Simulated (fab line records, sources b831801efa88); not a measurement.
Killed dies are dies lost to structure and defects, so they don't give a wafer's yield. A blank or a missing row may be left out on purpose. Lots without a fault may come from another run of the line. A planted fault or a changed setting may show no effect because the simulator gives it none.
Which tool did it? | flow sky130 | 24 lots, 72 wafers sampled, at 5 steps of a route of 708

WHAT THE GAUGES READ, wafer by wafer
SKY_LDD_LDN_OVL_MEAS_07.
lot  | measured     | on         | LDD_LDN_OVL (nm)
L074 | day 23 15:29 | overlay-02 | 1.7 1.7 0.8
L075 | day 23 15:08 | overlay-01 | 1.3 0.7 1.0
L076 | day 24 04:37 | overlay-02 | -1.4 1.4 2.8
L077 | day 24 06:28 | overlay-01 | 2.2 2.1 -0.2
L078 | day 24 19:11 | overlay-02 | 2.4 0.4 0.9
L079 | day 24 21:49 | overlay-02 | -0.6 0.7 -0.4
L080 | day 25 08:49 | overlay-01 | -1.3 -0.5 0.1
L081 | day 25 12:41 | overlay-02 | -2.0 2.9 -0.7
L082 | day 25 22:33 | overlay-01 | 1.5 1.7 -0.9
L083 | day 26 06:37 | overlay-01 | -3.9 -0.6 -2.1
L084 | day 26 13:08 | overlay-01 | 1.6 4.6 2.1
L085 | day 26 23:46 | overlay-02 | 0.4 2.1 1.8
L086 | day 27 05:55 | overlay-02 | 0.5 1.4 2.1
L087 | day 27 11:35 | overlay-02 | -0.7 -0.7 -0.4
L088 | day 28 04:41 | overlay-01 | 2.2 1.1 3.9
L089 | day 28 07:54 | overlay-02 | 1.7 1.7 1.6
L090 | day 29 02:07 | overlay-02 | 2.7 0.0 1.7
L091 | day 29 03:40 | overlay-02 | 2.9 0.3 -1.1
L092 | day 29 11:23 | overlay-01 | -0.1 -1.4 0.5
L093 | day 29 07:58 | overlay-02 | 1.6 1.3 1.3
L094 | day 29 18:37 | overlay-02 | 1.4 2.4 2.7
L095 | day 30 11:28 | overlay-02 | 1.9 1.4 -1.5
L096 | day 30 19:35 | overlay-01 | 0.1 1.2 1.5
L097 | day 31 06:26 | overlay-01 | 0.5 1.0 1.6

SKY_CONTACT_OVL_MEAS_15.
lot  | measured     | on         | CONTACT_OVL (nm)
L074 | day 32 10:02 | overlay-02 | 1 -1 2
L075 | day 32 07:07 | overlay-02 | 6 0 7
L076 | day 32 20:02 | overlay-01 | -7 9 3
L077 | day 32 23:44 | overlay-01 | -5 0 -1
L078 | day 33 08:47 | overlay-02 | -7 -3 -5
L079 | day 33 11:14 | overlay-02 | 6 -7 -3
L080 | day 33 22:44 | overlay-01 | -3 -5 -6
L081 | day 34 00:37 | overlay-01 | -3 -2 -9
L082 | day 34 10:07 | overlay-02 | 5 3 5
L083 | day 34 16:20 | overlay-01 | -3 4 3
L084 | day 34 22:15 | overlay-02 | 20 8 3
L085 | day 35 08:26 | overlay-02 | 10 1 9
L086 | day 35 15:14 | overlay-01 | 7 8 -4
L087 | day 35 21:10 | overlay-02 | -3 12 6
L088 | day 36 09:40 | overlay-01 | -3 -2 4
L089 | day 36 12:43 | overlay-02 | 7 4 4
L090 | day 37 04:39 | overlay-01 | -3 -3 1
L091 | day 37 09:17 | overlay-02 | 13 4 14
L092 | day 37 15:05 | overlay-02 | 2 3 5
L093 | day 37 11:33 | overlay-02 | 8 6 -3
L094 | day 37 20:20 | overlay-02 | 5 3 -8
L095 | day 38 12:56 | overlay-01 | -5 0 3
L096 | day 38 20:38 | overlay-02 | 7 -1 11
L097 | day 39 07:30 | overlay-01 | 14 0 10

SKY_CAPM_OVL_MEAS_12.
lot  | measured     | on         | CAPM_OVL (nm)
L074 | day 38 05:14 | overlay-02 | 0.2 2.3 3.2
L075 | day 38 00:38 | overlay-02 | 2.2 1.5 3.3
L076 | day 38 15:16 | overlay-01 | -0.8 1.9 -0.5
L077 | day 38 19:41 | overlay-01 | 2.1 1.2 0.0
L078 | day 39 02:11 | overlay-01 | 1.1 1.3 -0.3
L079 | day 39 04:22 | overlay-02 | 3.1 3.4 2.1
L080 | day 39 16:31 | overlay-01 | 2.4 1.8 0.4
L081 | day 39 18:08 | overlay-02 | 1.3 0.9 -0.3
L082 | day 40 02:11 | overlay-02 | 2.4 2.9 2.4
L083 | day 40 07:44 | overlay-01 | -1.2 1.7 0.1
L084 | day 40 14:17 | overlay-02 | 2.3 4.4 2.4
L085 | day 40 23:40 | overlay-01 | 0.7 0.7 -0.1
L086 | day 41 04:34 | overlay-02 | 1.5 2.2 1.7
L087 | day 41 11:38 | overlay-02 | 3.6 3.2 1.7
L088 | day 41 23:05 | overlay-02 | 4.0 1.8 3.3
L089 | day 42 02:20 | overlay-02 | 2.8 4.4 3.5
L090 | day 42 14:35 | overlay-02 | 0.9 1.5 1.6
L091 | day 42 18:55 | overlay-01 | 1.4 1.4 3.4
L092 | day 43 01:22 | overlay-01 | 3.2 3.0 3.3
L093 | day 42 22:58 | overlay-01 | -0.9 -1.6 -0.8
L094 | day 43 05:55 | overlay-02 | 0.3 2.0 2.9
L095 | day 43 20:11 | overlay-01 | 3.2 0.4 2.5
L096 | day 44 04:40 | overlay-02 | 1.3 2.4 4.0
L097 | day 44 13:48 | overlay-01 | 3.2 2.2 1.1

WHICH TOOL RAN EACH LOT (tool, then ch and the chambers of the sampled wafers, then the start)
lot  | SKY_FIELD_ISO_ETCH_14             | SKY_VIA2_CMP_02
L074 | rie_diel-01 ch 0,2, day 2 04:41   | cmp-01 ch 0,1,3, day 35 23:42
L075 | rie_diel-04 ch 1,2, day 2 10:14   | cmp-02 ch 0,3, day 35 20:03
L076 | rie_diel-01 ch 0,2,3, day 2 14:44 | cmp-01 ch 1,2,3, day 36 09:41
L077 | rie_diel-01 ch 1,2, day 2 20:47   | cmp-01 ch 1,3, day 36 13:52
L078 | rie_diel-03 ch 0,1,3, day 3 02:23 | cmp-01 ch 0,2,3, day 36 21:26
L079 | rie_diel-03 ch 0,1,3, day 3 08:32 | cmp-01 ch 0,1,3, day 36 23:53
L080 | rie_diel-03 ch 2,3, day 3 17:14   | cmp-02 ch 0,3, day 37 11:50
L081 | rie_diel-01 ch 2,3, day 3 18:11   | cmp-01 ch 0,2,3, day 37 13:39
L082 | rie_diel-01 ch 0,3, day 4 01:02   | cmp-02 ch 0,1, day 37 21:44
L083 | rie_diel-01 ch 1,2,3, day 4 05:23 | cmp-02 ch 1,2,3, day 38 04:14
L084 | rie_diel-01 ch 1,2, day 4 10:02   | cmp-01 ch 0,3, day 38 10:08
L085 | rie_diel-04 ch 2,3, day 4 14:44   | cmp-02 ch 0,1, day 38 20:32
L086 | rie_diel-03 ch 0,1,3, day 4 21:38 | cmp-02 ch 1,3, day 39 01:22
L087 | rie_diel-03 ch 0,1,3, day 5 00:08 | cmp-02 ch 0,1,2, day 39 08:56
L088 | rie_diel-04 ch 2,3, day 5 06:26   | cmp-02 ch 0,1,2, day 39 20:12
L089 | rie_diel-03 ch 0,2,3, day 5 09:53 | cmp-02 ch 0,3, day 39 23:45
L090 | rie_diel-03 ch 1,2,3, day 5 16:20 | cmp-02 ch 0,1,3, day 40 13:13
L091 | rie_diel-04 ch 0,1,3, day 5 21:32 | cmp-02 ch 0,3, day 40 17:40
L092 | rie_diel-01 ch 0,1,3, day 6 03:32 | cmp-02 ch 1,3, day 40 23:44
L093 | rie_diel-01 ch 1,3, day 6 07:38   | cmp-02 ch 0,1, day 40 21:20
L094 | rie_diel-04 ch 0,1, day 6 14:53   | cmp-01 ch 1,2,3, day 41 05:10
L095 | rie_diel-01 ch 0,2, day 6 19:59   | cmp-01 ch 0,3, day 41 20:28
L096 | rie_diel-04 ch 0,1,3, day 7 01:50 | cmp-01 ch 1,2,3, day 42 04:39
L097 | rie_diel-03 ch 0,2,3, day 7 05:29 | cmp-02 ch 0,2,3, day 42 13:59
- SKY_FIELD_ISO_ETCH_14: etches BARC in N2/H2, stops on SiO2, time 45.9 s, target depth 60 nm.
- SKY_VIA2_CMP_02: polishes SiO2.

WHAT THE TOOLS THEMSELVES READ (means of the sampled wafers that have a number; where no wafer has one, the mark that the record gives instead)
SKY_FIELD_ISO_ETCH_14.
lot  | tool        | drypump_motor_current_A (A) | oes_product_au (a.u.) | throttle_valve_pct (%)
L074 | rie_diel-01 | 5.6                         | 0.853                 | 13.217
L075 | rie_diel-04 | 5.6                         | 0.853                 | 13.222
L076 | rie_diel-01 | 5.4                         | 0.849                 | 13.229
L077 | rie_diel-01 | 5.2                         | 0.854                 | 13.234
L078 | rie_diel-03 | 5.8                         | 0.852                 | 13.223
L079 | rie_diel-03 | 5.8                         | 0.850                 | 13.240
L080 | rie_diel-03 | 6.2                         | 0.854                 | 13.225
L081 | rie_diel-01 | 5.2                         | 0.855                 | 13.232
L082 | rie_diel-01 | 5.3                         | 0.857                 | 13.232
L083 | rie_diel-01 | 5.2                         | 0.850                 | 13.223
L084 | rie_diel-01 | 5.3                         | 0.858                 | 13.224
L085 | rie_diel-04 | 5.9                         | 0.856                 | 13.226
L086 | rie_diel-03 | 5.7                         | 0.857                 | 13.224
L087 | rie_diel-03 | 5.8                         | 0.846                 | 13.222
L088 | rie_diel-04 | 5.8                         | 0.853                 | 13.218
L089 | rie_diel-03 | 6.1                         | 0.859                 | 13.221
L090 | rie_diel-03 | 5.8                         | 0.857                 | 13.230
L091 | rie_diel-04 | 5.5                         | 0.851                 | 13.226
L092 | rie_diel-01 | 5.3                         | 0.857                 | 13.234
L093 | rie_diel-01 | 5.2                         | 0.858                 | 13.228
L094 | rie_diel-04 | 5.6                         | 0.856                 | 13.227
L095 | rie_diel-01 | 5.6                         | 0.857                 | 13.218
L096 | rie_diel-04 | 5.6                         | 0.859                 | 13.218
L097 | rie_diel-03 | 6.1                         | 0.857                 | 13.225

SKY_VIA2_CMP_02.
lot  | tool   | motor_current_A (A)
L074 | cmp-01 | 12.0
L075 | cmp-02 | 11.6
L076 | cmp-01 | 12.3
L077 | cmp-01 | 12.4
L078 | cmp-01 | 11.7
L079 | cmp-01 | 12.2
L080 | cmp-02 | 10.7
L081 | cmp-01 | 11.8
L082 | cmp-02 | 13.2
L083 | cmp-02 | 13.2
L084 | cmp-01 | 12.3
L085 | cmp-02 | 12.6
L086 | cmp-02 | 13.5
L087 | cmp-02 | 12.3
L088 | cmp-02 | 12.7
L089 | cmp-02 | 11.2
L090 | cmp-02 | 12.4
L091 | cmp-02 | 10.9
L092 | cmp-02 | 13.2
L093 | cmp-02 | 11.7
L094 | cmp-01 | 12.3
L095 | cmp-01 | 12.0
L096 | cmp-01 | 12.1
L097 | cmp-02 | 11.8

THE ANSWER, worked out from the rows above alone
Rule: what is usual is taken from the lots themselves. Put in order of their means at a reading, lots are off if they are a third of the lots or fewer, leave a main group of 4 or more, and stand apart from it by a gap of 3 or more times the standard deviation of the main group's means; of several such gaps the widest counts. A main group whose means are all the same, to the digits that the tables above print for the reading, isn't used. A lot without any number at a reading at which 4 lots or more have one is off too. The other lots that the step has rows for count as sound. The gauges are gone through in route order, then the tools' own readings, and for those a lot's mean is taken as printed above. The first step at which some lot is off is used, and at that step the reading that is off furthest; a lot without a number counts as furthest.
No lot is off at any reading shown: from this, nothing can be told.

WHAT THE SIMULATOR HAD PUT IN
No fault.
